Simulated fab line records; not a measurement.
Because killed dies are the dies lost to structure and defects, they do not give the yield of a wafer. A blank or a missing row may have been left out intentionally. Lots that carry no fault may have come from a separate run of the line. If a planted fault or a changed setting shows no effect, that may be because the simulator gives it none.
Matching of chambers | flow sky130 | cmp-02 running SKY_VIA4_CMP_21: 4 sister chambers
The step polishes, stops on SiO2, t overpolish 25 s, target thk 0 nm. 14 wafers are shown with their chamber, then 7 later ones without.

## EACH WAFER AND ITS CHAMBER
wafer  | chamber | motor-current-A (A) | slurry-filter-dp-kPa (kPa) | retaining-ring-pressure-frac
L418.1 | 1       | 12.3                | 13.50                      | 0.994
L418.3 | 3       | 9.6                 | 13.67                      | 0.985
L418.4 | 0       | 11.4                | 13.61                      | 1.002
L420.3 | 2       | 11.7                | 13.41                      | 0.997
L420.4 | 1       | 11.5                | 13.61                      | 1.002
L420.6 | 0       | 11.5                | 13.64                      | 0.998
L421.1 | 1       | 12.2                | 13.66                      | 1.002
L421.3 | 2       | 11.1                | 13.49                      | 0.995
L421.6 | 2       | 11.2                | 13.58                      | 0.992
L422.3 | 0       | 11.6                | 13.55                      | 1.000
L422.4 | 3       | 9.4                 | 13.64                      | 0.995
L422.6 | 0       | 11.7                | 13.57                      | 0.996
L431.3 | 2       | 11.3                | 13.56                      | 0.994
L431.5 | 2       | 11.1                | 13.39                      | 1.001

SIGNATURES (means of the wafers above)
reading                      | chamber 0 | chamber 1 | chamber 2 | chamber 3 | scatter within a chamber
motor-current-A              | 11.550    | 12.000    | 11.280    | 9.500     | 0.264
slurry-filter-dp-kPa         | 13.5925   | 13.5900   | 13.4860   | 13.6550   | 0.0693
retaining-ring-pressure-frac | 0.99900   | 0.99933   | 0.99580   | 0.99000   | 0.00399
Rule: a wafer's distance from a chamber is the root of the sum, over the readings, of the square of ((its reading less the chamber's mean) divided by the reading's scatter). If the next closest chamber is less than 2 further off than the closest, the wafer can't be placed; otherwise it belongs to the closest. The scatter: the root of (the sum of the squares of (reading less its chamber's mean) over the shown wafers, divided by (wafers less chambers)).

## WAFERS WHOSE CHAMBER IS MISSING
wafer  | motor-current-A (A) | slurry-filter-dp-kPa (kPa) | retaining-ring-pressure-frac
L431.6 | 9.1                 | 13.65                      | 0.994
L433.1 | 11.6                | 13.38                      | 1.008
L433.3 | 11.5                | 13.60                      | 0.993
L433.5 | 12.2                | 13.54                      | 0.992
L438.2 | 11.6                | 13.35                      | 1.001
L438.4 | 11.6                | 13.42                      | 1.003
L438.5 | 11.9                | 13.70                      | 1.007

## WHICH CHAMBER EACH ONE RAN IN
wafer  | from the rows above          | in truth
L431.6 | 3                            | 3
L433.1 | can't be placed: 2 or 0 or 1 | 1
L433.3 | can't be placed: 0 or 2 or 1 | 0
L433.5 | can't be placed: 1 or 0 or 2 | 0
L438.2 | can't be placed: 2 or 0 or 1 | 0
L438.4 | can't be placed: 2 or 0 or 1 | 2
L438.5 | can't be placed: 1 or 0      | 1
Correctly placed: 1 of 7. Can't be placed from these rows: 6 (the true chamber is among the candidates in 6). Placed wrongly: 0.
